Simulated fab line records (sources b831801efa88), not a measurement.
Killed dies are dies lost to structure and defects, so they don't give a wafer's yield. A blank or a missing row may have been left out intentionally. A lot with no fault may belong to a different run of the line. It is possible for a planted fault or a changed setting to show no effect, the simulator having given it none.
Problem report in the 8D (eight disciplines) form, filled by code    flow gf180mcu    the parts of the form that need people (team, actions taken, sign-off) are left out

## 1. WHAT WENT WRONG
PSD_TW at GF_PSD_TW_MEAS_11 reads a mean of 30 on 3 wafers of 1 lot; wafers without a fault read 3237 with a standard deviation of 15. So: -99 or more standard deviations from the usual mean.
Seen first at day 18 05:18 on film-metro-02, wafer L641.1. The record holds 33 wafers of 11 lots with a number at this step. Rule for "out" (also "out of limits"): further than 4 standard deviations from the usual mean. The other wafers with a number count as sound.

## 2. WHAT IT IS; WHAT IT IS NOT
question                     is                      is not
which readings at this step  PSD_TW                  -
which lots                   L641                    L631, L632, L633, L636, L647, L648, L649, L650, L651, L652
which wafers of those lots   all that have a number  -
read on which gauges         film-metro-02           film-metro-01, film-metro-04
when                         from day 18 05:18       up to then (12 sound wafers); but 18 sound wafers of L647, L648, L649, L650, L651, L652 came after

## 3. SUSPECTS, AND WHAT RULES EACH OUT
Counting: a tool at any process step up to the reading remains a suspect when it ran all the lots that are out and ran no sound lot after the first of those.
- the gauge at GF_PSD_TW_MEAS_11 has been ruled out. All the wafers that are out were read on film-metro-02, but those of them that GF_NSD_STRIP_11 has rows for are out there too, on other tools.
- plasma-asher-02 at GF_HV_LDD_STRIP_37 (strips in O2/N2): ruled out as a lasting fault. Sound lots L649 ran on it after its first lot that is out, L641 (day 15 05:40).
- plasma-asher-02 at GF_NSD_STRIP_11 (strips in O2/N2): ruled out as a lasting fault. Sound lots L648 ran on it after its first lot that is out, L641 (day 17 05:25).
- plasma-asher-03 at GF_PSD_STRIP_10 (strips in O2/N2): ruled out as a lasting fault. Sound lots L647, L648, L650, L652 ran on it after its first lot that is out, L641 (day 18 05:12).
Left after counting: nothing in the record.

## 4. THE CAUSE (what the simulator had put in)
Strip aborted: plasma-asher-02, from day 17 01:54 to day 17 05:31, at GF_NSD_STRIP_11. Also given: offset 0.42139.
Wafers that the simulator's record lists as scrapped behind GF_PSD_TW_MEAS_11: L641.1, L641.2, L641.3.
It was ruled out by counting, in error; the rule expects a fault to strike all lots run on its tool from its start on, and this fault did not.

## 5. THE EFFECT CHAIN, in route order
Rows list readings where the struck wafers' mean (over those with a number) sits beyond 3 standard deviations from the usual. Scope: only readings with a usual standard deviation given in the record; hours: median across lots of the time from each lot's start at the first step in this table that gives one to its start at this step; sigmas: change in usual standard deviations.
hours  step               reading                   usual       on struck wafers  change  sigmas
0      GF_NSD_STRIP_11    oes-product-au            0.487 a.u.  0.560             +0.073  +16
24     GF_PSD_STRIP_10    oes-product-au            0.589 a.u.  0.609             +0.020  +4.7
24     GF_PSD_STRIP_10    strip-time-to-endpoint-s  16.66 s     19.73             +3.07   +83
24     GF_PSD_TW_MEAS_11  PSD_TW                    3237        30                -3207   -99 or more
Its process steps:
- GF_NSD_STRIP_11: strips in O2/N2.
- GF_PSD_STRIP_10: strips in O2/N2.
Readings that are blank on the struck wafers while sound wafers have them: strip-time-to-endpoint-s at GF_NSD_STRIP_11.

## 6. WHAT WOULD HAVE CAUGHT IT SOONER
Counted from the fault's start at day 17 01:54, it took 27 hours until the first out-of-limits reading at a measuring or inspecting step in this record, taken at day 18 05:18.
At GF_NSD_STRIP_11, the tool's own readings (oes-product-au) were out on each struck wafer the step has a row for, so an alarm limit on them would have fired on the first such wafer.
